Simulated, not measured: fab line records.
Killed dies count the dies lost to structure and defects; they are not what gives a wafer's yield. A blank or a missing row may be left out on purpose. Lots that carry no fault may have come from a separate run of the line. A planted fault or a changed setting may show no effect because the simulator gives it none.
Struck lot and sound lot, side by side | flow sfq-line | 20 out of 325 route steps
Sound: the wafers L242.1, L242.2, L242.3. Wafers struck: L252.1, L252.2, L252.5. At the end, the cause is stated.
Per side, at each step with rows, come the tool, then ch with its chambers, and then its first start. Under that, the readings that differ: sound wafers | struck wafers | difference of the means | sigmas: that difference in standard deviations of wafers without a fault.
alike: readings with means less than 2 such deviations apart, plus words and numbers identical on both sides. not compared: withheld readings, readings lacking a value on some wafer, bounds such as >300 that could conceal the same value, and numbers that have no deviation in the record and whose values overlap.
Wherever a step has rows on one side only, a row that says differs or no value, or a row with sigmas, the two part there. When numbers do not overlap yet have no deviation, they are printed without sigmas and do not part them. Lack of a reading on every wafer of one side parts them only where that side has two or more wafers.

first, 5 steps without rows for these wafers: SFQ_TRILAYER_R5_LITHO_COAT_136 (resist thk 600 nm); SFQ_TRILAYER_R5_LITHO_SOFTBAKE_140; SFQ_TRILAYER_R5_LITHO_EXPOSE_137 (exposes mask R5, target cd 500 nm); SFQ_TRILAYER_R5_LITHO_PEB_139 (peb time 60 s); SFQ_TRILAYER_R5_LITHO_DEVELOP_138 (time 60 s).
SFQ_R5_OVL_MEAS_935:
  struck on overlay-01, day 63 19:20; sound on overlay-02, day 58 19:25
  reading     | sound    | struck   | difference | sigmas
  R5_OVL (nm) | -5 16 10 | -6 -5 -5 | -12        | -2
SFQ_TRILAYER_R5_BARC_OPEN_METAL_ETCH_177: etches BARC in O2, target depth 125 nm, time 41.7 s.
  sound on rie-metal-01 ch 0,1, day 58 19:26; struck on rie-metal-01 ch 0,1, day 63 19:22
  alike: drypump-motor-current-A, oes-product-au
  not compared: rf-hours-counter-h
SFQ_TRILAYER_R5_ETCH_METAL_ETCH_139: etches the open film in Cl2, stops on SiO2, target depth 60 nm, time 40 s.
  sound on rie-metal-01 ch 0,1, day 58 19:30; struck on rie-metal-01 ch 0,1, day 63 19:26
  alike: drypump-motor-current-A, oes-product-au
  not compared: rf-hours-counter-h
SFQ_TRILAYER_R5_STRIP_STRIP_140: strips in O2.
  sound on rie-metal-01 ch 0,1, day 58 19:34; struck on rie-metal-01 ch 0,1, day 63 19:29
  alike: drypump-motor-current-A, oes-product-au
  not compared: rf-hours-counter-h
then, 1 step without rows for these wafers: SFQ_TRILAYER_R5_STRIP_SOLV_CLEAN_141 (cleans in NMP, time 600 s).
SFQ_TRILAYER_A5C_DEP_PECVD_142: deposits SiO2 from SiH4/N2O, time 15.556 s, target thk 70 nm.
  sound on pecvd-03 ch 0,1,2, day 58 20:20; struck on pecvd-03 ch 0,1, day 63 20:16
  alike: heater-power-w, throttle-valve-pct
then, 1 step without rows for these wafers: SFQ_TRILAYER_I5_LITHO_COAT_149 (resist thk 62 nm).
SFQ_TRILAYER_I5_LITHO_COAT_144: resist thk 650 nm.
  sound on litho-track-01 ch 0, day 58 20:40; struck on litho-track-01 ch 0, day 63 20:35
  reading                                             | sound           | struck            | difference | sigmas
  model.KrF_of_TRILAYER_I5_LITHO_COAT_144.thk-nm (nm) | 649.7 651 651.3 | 601.5 601.1 598.9 | -50.2      |
  alike: chill-plate-temp-C
then, 4 steps without rows for these wafers: SFQ_TRILAYER_I5_LITHO_SOFTBAKE_148; SFQ_TRILAYER_I5_LITHO_EXPOSE_145 (exposes mask I5, target cd 700 nm); SFQ_TRILAYER_I5_LITHO_PEB_147 (peb time 60 s); SFQ_TRILAYER_I5_LITHO_DEVELOP_146 (time 60 s).
-- the record jumps here: 5 days lie between the struck wafers' starts before and after --
SFQ_I5_OVL_MEAS_936:
  struck on overlay-02, day 68 13:44; sound on overlay-02, day 64 05:05
  alike: I5_OVL
SFQ_TRILAYER_I5_BARC_OPEN_VIA_ETCH_200: etches BARC in O2, target depth 125 nm, time 41.7 s.
  sound on rie-diel-02 ch 0,1,2, day 64 05:07; struck on rie-diel-02 ch 0,1,3, day 68 13:46
  reading                                             | sound             | struck            | difference | sigmas
  model.KrF_of_TRILAYER_I5_LITHO_COAT_144.thk-nm (nm) | 571.8 573.6 573.9 | 523.8 523.9 522.2 | -49.8      |
  alike: drypump-motor-current-A, oes-product-au
  not compared: rf-hours-counter-h
SFQ_TRILAYER_I5_ETCH_VIA_ETCH_147: etches the open film in CHF3, stops on Nb, target depth 360 nm.
  sound on rie-diel-02 ch 0,1,2, day 64 05:10; struck on rie-diel-02 ch 0,1,3, day 68 13:48
  alike: drypump-motor-current-A, oes-product-au

WHERE THEY PART
SFQ_R5_OVL_MEAS_935 only, going by this record. Later steps at which nothing parts them and some readings are alike: SFQ_TRILAYER_R5_BARC_OPEN_METAL_ETCH_177, SFQ_TRILAYER_R5_ETCH_METAL_ETCH_139, SFQ_TRILAYER_R5_STRIP_STRIP_140, SFQ_TRILAYER_A5C_DEP_PECVD_142, SFQ_TRILAYER_I5_LITHO_COAT_144, SFQ_I5_OVL_MEAS_936, SFQ_TRILAYER_I5_BARC_OPEN_VIA_ETCH_200, SFQ_TRILAYER_I5_ETCH_VIA_ETCH_147.

WHY: what the simulator had put in
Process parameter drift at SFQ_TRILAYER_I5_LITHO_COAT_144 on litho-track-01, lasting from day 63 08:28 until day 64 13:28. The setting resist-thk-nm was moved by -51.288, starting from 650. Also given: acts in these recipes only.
